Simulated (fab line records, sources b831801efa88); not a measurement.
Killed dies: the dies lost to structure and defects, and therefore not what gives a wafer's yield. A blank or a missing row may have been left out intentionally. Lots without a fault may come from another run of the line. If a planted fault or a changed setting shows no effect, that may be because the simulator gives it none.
Which of the tools did it? ; flow sky130 ; 13 lots with 39 wafers sampled at 3 steps, on a route of 708 steps

## WHAT THE GAUGES READ, wafer by wafer
SKY_LDD_LDN_OVL_MEAS_07.
lot;measured;on;LDD_LDN_OVL (nm)
L247;day 22 11:36;overlay-02;2.9 0.7 -0.5
L248;day 22 22:03;overlay-02;-2.3 -1.3 -2.3
L249;day 23 18:39;overlay-02;-0.3 0.9 -0.4
L251;day 24 05:50;overlay-01;1.9 -0.6 1.1
L250;day 24 09:08;overlay-02;2.7 0.7 3.1
L252;day 24 15:06;overlay-01;1.8 -0.1 3.1
L255;day 25 16:53;overlay-02;0.5 -1.2 -0.8
L257;day 26 14:20;overlay-02;-1.0 -2.5 -2.0
L258;day 26 23:56;overlay-01;0.5 3.1 -0.8
L260;day 27 09:53;overlay-01;0.5 0.3 -0.6
L259;day 27 10:48;overlay-02;-1.5 -1.4 1.8
L261;day 27 18:45;overlay-01;- - -
L265;day 28 21:35;overlay-02;0.3 0.5 0.2

SKY_LDD_LDN_TW_MEAS_13.
lot;measured;on;LDD_LDN_TW
L247;day 22 12:20;filmMetro-02;1487 1475 1484
L248;day 22 22:47;filmMetro-02;1487 1487 1493
L249;day 23 19:23;filmMetro-02;1490 1487 1489
L251;day 24 06:35;filmMetro-04;1488 1492 1488
L250;day 24 09:53;filmMetro-04;1492 1491 1489
L252;day 24 15:50;filmMetro-04;1492 1493 1487
L255;day 25 17:38;filmMetro-02;1489 1482 1490
L257;day 26 15:05;filmMetro-02;1481 1482 1479
L258;day 27 00:41;filmMetro-02;1471 1470 1468
L260;day 27 10:38;filmMetro-02;1472 1479 1475
L259;day 27 11:32;filmMetro-02;1472 1469 1476
L261;day 27 19:29;filmMetro-03;30 30 31
L265;day 28 22:19;filmMetro-02;1490 1493 1480

## EACH LOT AND THE TOOL THAT RAN IT (in order: tool; ch and the chambers of the sampled wafers; start)
lot;SKY_LDD_LDN_EXPOSE_04
L247;ilineStepper-01 ch 0, day 21 20:03
L248;ilineStepper-02 ch 0, day 22 06:22
L249;ilineStepper-01 ch 0, day 23 03:41
L251;ilineStepper-02 ch 0, day 23 14:58
L250;ilineStepper-01 ch 0, day 23 18:46
L252;ilineStepper-01 ch 0, day 24 00:55
L255;ilineStepper-02 ch 0, day 25 02:22
L257;ilineStepper-01 ch 0, day 25 23:30
L258;ilineStepper-02 ch 0, day 26 09:52
L260;ilineStepper-02 ch 0, day 26 19:57
L259;ilineStepper-02 ch 0, day 26 20:55
L261;ilineStepper-02 ch 0, day 27 04:40
L265;ilineStepper-02 ch 0, day 28 07:28
- SKY_LDD_LDN_EXPOSE_04: exposes mask LDNTM, target cd 700 nm.

## WHAT THE TOOLS THEMSELVES READ (means of the sampled wafers that have a number; where no wafer has one, the mark that the record gives instead)
The record holds no such reading with a usual standard deviation.

## THE ANSWER, worked out from the rows above alone
Rule: usual is defined by the lots themselves. Put in order of their means at a reading, lots are off if they are a third of the lots or fewer, leave a main group of 4 or more, and stand apart from it by a gap of 3 or more times the standard deviation of the main group's means; of several such gaps the widest counts. The tables above print the reading to a certain number of digits; a main group whose means all agree to those digits is not used. Also off: a lot with no number at a reading for which 4 or more lots have one. Where the step has rows for the other lots, those lots are counted as sound. After the gauges, taken in route order, come the tools' own readings; for these a lot's mean is taken, as printed above. The first step at which some lot is off is used, and at that step the reading that is off furthest; a lot without a number counts as furthest.
Off: L261, at SKY_LDD_LDN_OVL_MEAS_07 (LDD_LDN_OVL). Without a number there: L261. The main group has a mean of 0.2 nm with a standard deviation of 1.2.
If a tool, at a process step before that reading, ran all the lots that are off and no sound lot after the first of them, it fits. Not tried: the gauges at SKY_LDD_LDN_OVL_MEAS_07; whatever is off there is also off at SKY_LDD_LDN_TW_MEAS_13, on other tools, and gauge error can't account for it. Not one of the candidates tried fits.

## WHAT WAS PUT IN BY THE SIMULATOR
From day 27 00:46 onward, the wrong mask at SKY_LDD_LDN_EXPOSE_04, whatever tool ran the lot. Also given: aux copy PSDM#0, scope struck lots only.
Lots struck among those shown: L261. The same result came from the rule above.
